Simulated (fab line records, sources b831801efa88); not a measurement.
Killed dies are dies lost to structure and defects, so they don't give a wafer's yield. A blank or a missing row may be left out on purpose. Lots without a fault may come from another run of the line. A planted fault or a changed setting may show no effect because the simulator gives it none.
Which tool did it? | flow gf180mcu | 13 lots, 37 wafers sampled, at 4 steps of a route of 602

WHAT THE GAUGES READ, wafer by wafer
GF_V1_CD_MEAS_14: target cd 260 nm.
lot  | measured     | on        | cd_nm (nm)
L774 | day 17 22:53 | cd_sem-01 | 260.4 260.4 260.0
L775 | day 18 06:21 | cd_sem-01 | 259.9 260.3 259.2
L777 | day 19 01:37 | cd_sem-02 | 258.7 258.7 258.5
L778 | day 19 11:14 | cd_sem-02 | 258.7 259.8 259.6
L779 | day 19 21:22 | cd_sem-02 | 260.4 260.0 260.5
L780 | day 20 10:07 | cd_sem-02 | 259.6 260.7 260.0
L781 | day 20 18:22 | cd_sem-01 | 261.6 260.5 260.3
L782 | day 20 21:11 | cd_sem-02 | 261.2 259.4 259.9
L784 | day 22 04:10 | cd_sem-02 | 258.4 258.9 258.1
L792 | day 25 00:50 | cd_sem-02 | 262.2 261.6
L793 | day 25 08:56 | cd_sem-02 | 260.8 259.9 259.7
L795 | day 25 21:50 | cd_sem-01 | 259.9 259.3 259.3
L794 | day 25 22:02 | cd_sem-02 | 256.9 258.4

GF_V2_BOW_MEAS_05.
lot  | measured     | on            | V2_BOW (um)
L774 | day 19 02:11 | film_metro-01 | 96 98 102
L775 | day 19 10:35 | film_metro-02 | 102 97 103
L777 | day 20 05:18 | film_metro-04 | 92 87 91
L778 | day 20 14:54 | film_metro-01 | 102 115 97
L779 | day 21 00:25 | film_metro-01 | 105 97 98
L780 | day 21 12:53 | film_metro-02 | 95 102 107
L781 | day 21 21:18 | film_metro-02 | 109 104 111
L782 | day 22 00:49 | film_metro-04 | 96 97 101
L784 | day 23 06:03 | film_metro-01 | 99 90 88
L792 | day 26 01:31 | film_metro-04 | 114 108
L793 | day 26 07:58 | film_metro-01 | 112 92 102
L795 | day 26 20:58 | film_metro-04 | 95 78 85
L794 | day 26 21:19 | film_metro-02 | 106 100

WHICH TOOL RAN EACH LOT (tool, then ch and the chambers of the sampled wafers, then the start)
lot  | GF_M2_SPUTTER_04             | GF_V2_CMP_04
L774 | pvd_sputter-02, day 18 00:35 | cmp-02 ch 1,2,3, day 19 01:56
L775 | pvd_sputter-02, day 18 07:59 | cmp-02 ch 1,2,3, day 19 10:23
L777 | pvd_sputter-01, day 19 03:18 | cmp-02 ch 2,3, day 20 05:02
L778 | pvd_sputter-02, day 19 12:57 | cmp-01 ch 0,1,3, day 20 14:35
L779 | pvd_sputter-02, day 19 23:03 | cmp-02 ch 0,1,2, day 21 00:11
L780 | pvd_sputter-02, day 20 11:52 | cmp-01 ch 1,2,3, day 21 12:35
L781 | pvd_sputter-01, day 20 20:05 | cmp-01 ch 0,2, day 21 21:01
L782 | pvd_sputter-02, day 20 23:23 | cmp-02 ch 0,1,2, day 22 00:29
L784 | pvd_sputter-01, day 22 06:00 | cmp-02 ch 0,1, day 23 05:45
L792 | pvd_sputter-02, day 25 02:31 | cmp-01 ch 0,1, day 26 01:15
L793 | pvd_sputter-04, day 25 10:37 | cmp-01 ch 0,1,3, day 26 07:44
L795 | pvd_sputter-01, day 25 23:31 | cmp-02 ch 2,3, day 26 20:39
L794 | pvd_sputter-02, day 25 23:43 | cmp-01 ch 0,3, day 26 21:06
- GF_M2_SPUTTER_04: material TiN, target thk 50 nm, time 41.7 s.
- GF_V2_CMP_04: polishes SiO2.

WHAT THE TOOLS THEMSELVES READ (means of the sampled wafers that have a number; where no wafer has one, the mark that the record gives instead)
GF_M2_SPUTTER_04.
lot  | tool           | throttle_valve_pct (%)
L774 | pvd_sputter-02 | 30.5
L775 | pvd_sputter-02 | 31.1
L777 | pvd_sputter-01 | 29.2
L778 | pvd_sputter-02 | 31.1
L779 | pvd_sputter-02 | 30.6
L780 | pvd_sputter-02 | 31.1
L781 | pvd_sputter-01 | 29.3
L782 | pvd_sputter-02 | 31.3
L784 | pvd_sputter-01 | 29.2
L792 | pvd_sputter-02 | 31.3
L793 | pvd_sputter-04 | 29.7
L795 | pvd_sputter-01 | 29.2
L794 | pvd_sputter-02 | 31.1

GF_V2_CMP_04.
lot  | tool   | motor_current_A (A) | time_to_endpoint_s (s)
L774 | cmp-02 | 11.2                | 73
L775 | cmp-02 | 10.9                | 84
L777 | cmp-02 | 11.1                | 75
L778 | cmp-01 | 11.2                | 77
L779 | cmp-02 | 11.3                | 77
L780 | cmp-01 | 11.4                | 75
L781 | cmp-01 | 11.2                | 80
L782 | cmp-02 | 11.2                | 87
L784 | cmp-02 | 11.6                | 79
L792 | cmp-01 | 10.7                | 102
L793 | cmp-01 | 10.9                | 86
L795 | cmp-02 | 11.3                | 76
L794 | cmp-01 | 10.7                | 96

THE ANSWER, worked out from the rows above alone
Rule: what is usual is taken from the lots themselves. Put in order of their means at a reading, lots are off if they are a third of the lots or fewer, leave a main group of 4 or more, and stand apart from it by a gap of 3 or more times the standard deviation of the main group's means; of several such gaps the widest counts. A main group whose means are all the same, to the digits that the tables above print for the reading, isn't used. A lot without any number at a reading at which 4 lots or more have one is off too. The other lots that the step has rows for count as sound. The gauges are gone through in route order, then the tools' own readings, and for those a lot's mean is taken as printed above. The first step at which some lot is off is used, and at that step the reading that is off furthest; a lot without a number counts as furthest.
No lot is off at any reading shown: from this, nothing can be told.

WHAT THE SIMULATOR HAD PUT IN
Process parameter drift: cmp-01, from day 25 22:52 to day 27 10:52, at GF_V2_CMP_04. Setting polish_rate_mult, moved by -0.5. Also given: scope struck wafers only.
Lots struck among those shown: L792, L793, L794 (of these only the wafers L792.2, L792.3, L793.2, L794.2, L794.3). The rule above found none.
